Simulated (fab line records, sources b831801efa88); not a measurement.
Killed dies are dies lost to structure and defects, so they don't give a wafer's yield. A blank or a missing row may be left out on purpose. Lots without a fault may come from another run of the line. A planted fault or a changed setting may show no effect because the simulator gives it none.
Problem report in the 8D (eight disciplines) form, filled by code | flow gf180mcu | the parts of the form that need people (team, actions taken, sign-off) are left out

1. THE PROBLEM
MVSD_RS at GF_VT_IMPLANT_RS_MEAS_46 reads a mean of 445.6 ohm/sq on 6 wafers of 2 lots; wafers without a fault read 456.4 ohm/sq with a standard deviation of 1.3. That is -8.3 standard deviations from the usual mean.
The step: measures by four-point-probe.
First seen on wafer L523.1, day 11 19:35, on film_metro-01. The record holds 36 wafers of 12 lots with a number at this step. Rule for "out", or "out of limits": more than 4 standard deviations from the usual mean. The other wafers with a number count as sound.

2. WHAT IT IS AND WHAT IT IS NOT
question                    | is                           | is not
which readings at this step | MVSD_RS                      | -
which lots                  | L523, L524                   | L509, L510, L511, L512, L518, L522, L525, L526, L527, L528
which wafers of those lots  | all that have a number       | -
read on which gauges        | film_metro-01, film_metro-02 | film_metro-03
when                        | from day 11 19:35            | up to then (18 sound wafers); but 12 sound wafers of L525, L526, L527, L528 came after

3. SUSPECTS, AND WHAT RULES EACH OUT
Counting: a tool at a process step up to the reading stays a suspect if it ran every lot that is out and no sound lot after the first of them.
- the gauge at GF_VT_IMPLANT_RS_MEAS_46: ruled out. The wafers that are out were read on 2 gauges (film_metro-01, film_metro-02).
- implanter-03 at GF_MVSD_IMPLANT_08: kept. It ran every lot that is out, first L523 (day 8 01:34), and no sound lot after that; its last sound lot up to then is L512 (day 5 07:34). Its own readings are out on those wafers: beam_energy_keV.
Left after counting: implanter-03 at GF_MVSD_IMPLANT_08.

4. THE CAUSE (what the simulator had put in)
Process parameter drift: implanter-03, from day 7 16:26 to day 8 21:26, at GF_MVSD_IMPLANT_08. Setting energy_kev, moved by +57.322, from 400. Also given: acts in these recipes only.
Counting left only this tool.

5. THE CHAIN OF EFFECTS, in route order
Each row: a reading whose mean over the struck wafers that have a number lies more than 3 standard deviations from the usual. Only readings for which the record gives a usual standard deviation are gone through. hours: the time from each lot's start at the first step in this table that gives one to its start at this step, as a median over the lots. sigmas: the change in usual standard deviations.
hours | step                     | reading         | usual        | on struck wafers | change | sigmas
0     | GF_MVSD_IMPLANT_08       | beam_energy_keV | 400.02       | 457.34           | +57.32 | +99 or more
89    | GF_VT_IMPLANT_RS_MEAS_46 | MVSD_RS         | 456.4 ohm/sq | 445.6            | -10.8  | -8.3
The process steps in it:
- GF_MVSD_IMPLANT_08
Later measuring or inspecting steps at which every struck wafer that the step has a row for has a number for every such reading, and none has moved that far: GF_PSD_OVL_MEAS_08.

6. WHAT WOULD HAVE CAUGHT IT SOONER
In this record the first reading out of limits at a measuring or inspecting step was taken at day 11 19:35, 99 hours after the fault began at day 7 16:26.
The tool's own readings at GF_MVSD_IMPLANT_08 were out on every struck wafer that the step has a row for (beam_energy_keV): an alarm limit on them would have fired on the first of those.
All the lots that are out (2) had begun GF_MVSD_IMPLANT_08 on implanter-03 by day 11 19:35. A hold on the tool at that time would have spared none of them.
